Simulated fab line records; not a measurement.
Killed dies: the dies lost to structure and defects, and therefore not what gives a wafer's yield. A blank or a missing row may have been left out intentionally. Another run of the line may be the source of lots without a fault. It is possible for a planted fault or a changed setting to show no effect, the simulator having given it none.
Which of the tools did it? | flow sky130 | 10 lots with 30 wafers sampled at 7 steps, on a route of 708 steps

== WHAT EACH GAUGE READ, for each wafer ==
SKY_SD_P_TW_MEAS_11. Usual: SD_P_TW typically reads 2840, with standard deviation 20.
lot  | measured     | on            | SD_P_TW        | flag
L479 | day 25 23:15 | film-metro-04 | 2875 2887 2866 |
L480 | day 26 04:42 | film-metro-01 | 2823 2824 2832 |
L483 | day 27 04:36 | film-metro-04 | 2855 2852 2843 |
L484 | day 27 14:41 | film-metro-04 | 2846 2849 2852 |
L487 | day 28 14:47 | film-metro-02 | 2807 2831 2845 |
L491 | day 30 04:14 | film-metro-01 | 2830 2830 2838 |
L492 | day 30 07:50 | film-metro-02 | 2810 2818 2819 |
L495 | day 31 10:17 | film-metro-02 | 2822 2844 2841 |
L496 | day 31 15:21 | film-metro-01 | 2834 2851 2841 |
L497 | day 31 19:17 | film-metro-02 | 2832 2836 2823 |

SKY_RES_XHIGH_TW_MEAS_09. Usual: RES_XHIGH_TW typically reads 1644, with standard deviation 9.
lot  | measured     | on            | RES_XHIGH_TW   | flag
L479 | day 27 04:55 | film-metro-02 | 1649 1647 1649 |
L480 | day 27 10:48 | film-metro-01 | 1642 1650 1642 |
L483 | day 28 10:09 | film-metro-01 | 1647 1641 1643 |
L484 | day 28 18:47 | film-metro-02 | 1647 1653 1634 |
L487 | day 29 18:39 | film-metro-02 | 1639 1636 1639 |
L491 | day 31 08:24 | film-metro-01 | 1645 1647 1642 |
L492 | day 31 12:11 | film-metro-02 | 1653 1635 1650 |
L495 | day 32 13:29 | film-metro-04 | 1950 1935 1944 | OFF
L496 | day 32 18:56 | film-metro-02 | 1930 1918 1936 | OFF
L497 | day 32 22:15 | film-metro-01 | 1931 1932 1934 | OFF

SKY_SD_N_RS_MEAS_18: measurement is done with a four-point probe. Usual: RES_XHIGH_RS typically reads 333.4 ohm/sq, with standard deviation 1.1.
lot  | measured     | on            | RES_XHIGH_RS (ohm/sq) | flag
L479 | day 28 10:41 | film-metro-04 | 332.6 333.3 332.3     |
L480 | day 28 15:57 | film-metro-02 | 333.7 333.8 333.8     |
L483 | day 29 14:17 | film-metro-02 | 333.7 332.3 333.1     |
L484 | day 29 23:52 | film-metro-01 | 333.3 333.9 333.1     |
L487 | day 30 23:56 | film-metro-04 | 331.9 331.3 331.0     |
L491 | day 32 13:04 | film-metro-01 | 332.7 331.6 331.3     |
L492 | day 32 16:43 | film-metro-02 | 331.8 332.5 332.3     |
L495 | day 33 16:58 | film-metro-04 | 221.2 221.5 221.9     | OFF
L496 | day 33 22:03 | film-metro-02 | 221.9 222.0 222.3     | OFF
L497 | day 34 01:20 | film-metro-02 | 221.5 221.7 221.4     | OFF

== WHAT TOOL EACH LOT RAN ON (gives the tool, then ch and the chambers of the sampled wafers, and finally the start) ==
lot  | SKY_POLY_CUT_ETCH_11               | SKY_RES_XHIGH_IMPLANT_07        | SKY_RES_XHIGH_STRIP_08               | SKY_SD_N_RTA_14
L479 | rie-diel-04 ch 1,2,3, day 24 17:17 | implanter-04 ch 0, day 27 04:40 | plasma-asher-03 ch 0,1, day 27 04:48 | rtp-anneal-02 ch 0, day 28 10:16
L480 | rie-diel-04 ch 3, day 24 22:04     | implanter-04 ch 0, day 27 10:34 | plasma-asher-02 ch 0,1, day 27 10:41 | rtp-anneal-01 ch 0, day 28 15:29
L483 | rie-diel-04 ch 0,1,3, day 25 22:56 | implanter-01 ch 0, day 28 09:55 | plasma-asher-03 ch 0,1, day 28 10:02 | rtp-anneal-02 ch 0, day 29 13:52
L484 | rie-diel-03 ch 0,1,3, day 26 09:02 | implanter-02 ch 0, day 28 18:32 | plasma-asher-03 ch 0,1, day 28 18:41 | rtp-anneal-01 ch 0, day 29 23:27
L487 | rie-diel-01 ch 2,3, day 27 09:20   | implanter-04 ch 0, day 29 18:24 | plasma-asher-02 ch 0,1, day 29 18:33 | rtp-anneal-02 ch 0, day 30 23:31
L491 | rie-diel-03 ch 0,1,3, day 29 00:08 | implanter-04 ch 0, day 31 08:09 | plasma-asher-02 ch 0,1, day 31 08:18 | rtp-anneal-02 ch 0, day 32 12:39
L492 | rie-diel-01 ch 1,2,3, day 29 03:35 | implanter-01 ch 0, day 31 11:56 | plasma-asher-04 ch 0,1, day 31 12:05 | rtp-anneal-01 ch 0, day 32 16:18
L495 | rie-diel-03 ch 0,2,3, day 30 05:35 | implanter-04 ch 0, day 32 13:14 | plasma-asher-02 ch 0,1, day 32 13:23 | rtp-anneal-02 ch 0, day 33 16:33
L496 | rie-diel-03 ch 1,2, day 30 10:44   | implanter-04 ch 0, day 32 18:42 | plasma-asher-02 ch 0,1, day 32 18:50 | rtp-anneal-01 ch 0, day 33 21:38
L497 | rie-diel-01 ch 0,2,3, day 30 15:41 | implanter-04 ch 0, day 32 22:00 | plasma-asher-03 ch 0,1, day 32 22:09 | rtp-anneal-02 ch 0, day 34 00:55
- SKY_POLY_CUT_ETCH_11: etches Si3N4 in CF4/CH2F2/Ar, stops on poly-Si, time 42.5 s, target depth 60 nm.
- SKY_RES_XHIGH_IMPLANT_07
- SKY_RES_XHIGH_STRIP_08: strips in O2/N2.
- SKY_SD_N_RTA_14: time 2 s.

== AS READ BY THE TOOLS THEMSELVES (means over the sampled wafers that have a number; for cases with no such wafer, the mark the record gives instead) ==
SKY_POLY_CUT_ETCH_11. Usual: ch2f2-flow-sccm 19.99 sccm, standard deviation 0.056; drypump-motor-current-A 5.8 A, standard deviation 0.42; oes-product-au 0.826 a.u., standard deviation 0.0057; rf-fwd-power-W 593.9 W, standard deviation 2.2; throttle-valve-pct 14.994 %, standard deviation 0.0088.
lot  | tool        | ch2f2-flow-sccm (sccm) | drypump-motor-current-A (A) | oes-product-au (a.u.) | rf-fwd-power-W (W) | throttle-valve-pct (%) | flag
L479 | rie-diel-04 | 20.00                  | 5.4                         | 0.827                 | 594.5              | 14.993                 |
L480 | rie-diel-04 | 20.05                  | 5.5                         | 0.820                 | 589.2              | 14.999                 |
L483 | rie-diel-04 | 19.99                  | 5.1                         | 0.827                 | 592.1              | 14.994                 |
L484 | rie-diel-03 | 20.02                  | 6.2                         | 0.825                 | 596.4              | 14.995                 |
L487 | rie-diel-01 | 20.03                  | 6.0                         | 0.831                 | 593.3              | 14.980                 |
L491 | rie-diel-03 | 19.96                  | 6.1                         | 0.818                 | 593.4              | 15.002                 |
L492 | rie-diel-01 | 20.03                  | 5.7                         | 0.825                 | 593.3              | 14.987                 |
L495 | rie-diel-03 | 20.07                  | 6.1                         | 0.827                 | 593.5              | 14.990                 |
L496 | rie-diel-03 | 19.97                  | 6.2                         | 0.823                 | 595.9              | 14.995                 |
L497 | rie-diel-01 | 19.97                  | 5.9                         | 0.825                 | 594.9              | 14.992                 |

SKY_RES_XHIGH_IMPLANT_07. Usual: beam-on-s 38.8 s, standard deviation 2.7; dose-ions-cm2 3.6e+14, standard deviation 3.9e+11.
lot  | tool         | beam-on-s (s) | dose-ions-cm2 | flag
L479 | implanter-04 | 36.6          | 3.6e+14       |
L480 | implanter-04 | 36.9          | 3.6e+14       |
L483 | implanter-01 | 42.2          | 3.6e+14       |
L484 | implanter-02 | 42.4          | 3.6e+14       |
L487 | implanter-04 | 36.5          | 3.6e+14       |
L491 | implanter-04 | 36.0          | 3.6e+14       |
L492 | implanter-01 | 41.1          | 3.6e+14       |
L495 | implanter-04 | 61.4          | 6.2e+14       | OFF
L496 | implanter-04 | 61.7          | 6.2e+14       | OFF
L497 | implanter-04 | 64.4          | 6.2e+14       | OFF

SKY_RES_XHIGH_STRIP_08. Usual: drypump-motor-current-A 5.7 A, standard deviation 0.43; oes-product-au 0.711 a.u., standard deviation 0.004; strip-time-to-endpoint-s 14.27 s, standard deviation 0.042.
lot  | tool            | drypump-motor-current-A (A) | oes-product-au (a.u.) | strip-time-to-endpoint-s (s) | flag
L479 | plasma-asher-03 | 5.3                         | 0.714                 | 14.32                        |
L480 | plasma-asher-02 | 6.1                         | 0.712                 | 14.30                        |
L483 | plasma-asher-03 | 5.3                         | 0.710                 | 14.28                        |
L484 | plasma-asher-03 | 5.3                         | 0.708                 | 14.28                        |
L487 | plasma-asher-02 | 5.9                         | 0.716                 | 14.27                        |
L491 | plasma-asher-02 | 5.9                         | 0.714                 | 14.23                        |
L492 | plasma-asher-04 | 5.7                         | 0.710                 | 14.27                        |
L495 | plasma-asher-02 | 5.9                         | 0.693                 | 14.81                        | OFF
L496 | plasma-asher-02 | 6.1                         | 0.693                 | 14.91                        | OFF
L497 | plasma-asher-03 | 5.3                         | 0.689                 | 14.87                        | OFF

SKY_SD_N_RTA_14. Usual: lamp-power-pct 15.73 %, standard deviation 0.05; wafer_temp_C_max 1078.0, standard deviation 1.3.
lot  | tool          | lamp-power-pct (%) | wafer_temp_C_max | flag
L479 | rtp-anneal-02 | 15.73              | 1077.6           |
L480 | rtp-anneal-01 | 15.73              | 1077.5           |
L483 | rtp-anneal-02 | 15.71              | 1078.2           |
L484 | rtp-anneal-01 | 15.68              | 1077.1           |
L487 | rtp-anneal-02 | 15.72              | 1078.4           |
L491 | rtp-anneal-02 | 15.71              | 1079.2           |
L492 | rtp-anneal-01 | 15.74              | 1078.2           |
L495 | rtp-anneal-02 | 15.75              | 1077.9           |
L496 | rtp-anneal-01 | 15.73              | 1077.8           |
L497 | rtp-anneal-02 | 15.70              | 1078.0           |

== THE ANSWER, worked out from the rows above alone ==
Rule: a lot counts as off when the mean over its wafers that have a number is more than 3 standard deviations away from the usual mean. Also off: a lot with no number at a reading for which 4 or more lots have one. The other lots that the step has rows for count as sound. Order of review: gauges by route order, followed by the tools' own readings, for which a lot's mean as printed above is used. The first step at which some lot is off is used, and at that step the reading that is off furthest; a lot without a number counts as furthest.
Off: at SKY_RES_XHIGH_TW_MEAS_09 (RES_XHIGH_TW), L495, L496, L497.
If a tool, at a process step before that reading, ran all the lots that are off and no sound lot after the first of them, it fits. The gauges at SKY_RES_XHIGH_TW_MEAS_09 aren't tried: what is off there is off at SKY_RES_XHIGH_IMPLANT_07 too, on other tools, and a gauge's error can't cause that. One fits: SKY_RES_XHIGH_IMPLANT_07 on implanter-04. Its last sound lot is L491 (day 31 08:09), its first lot that is off L495 (day 32 13:14): a fault that began between those two fits.
The tool's own readings at SKY_RES_XHIGH_IMPLANT_07 bear it out: on the lots that are off they differ by more than 5 times the standard deviation of the sound lots' means. beam-on-s reads 62.5 s there against 38.8 s on the sound lots; dose-ions-cm2 reads 6.2e+14 there against 3.6e+14 on the sound lots.

== WHAT THE SIMULATOR HAD INSERTED ==
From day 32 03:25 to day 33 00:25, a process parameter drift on implanter-04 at SKY_RES_XHIGH_IMPLANT_07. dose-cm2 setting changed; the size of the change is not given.
Lots struck among those shown: L495, L496, L497. The rule given above showed the same thing.
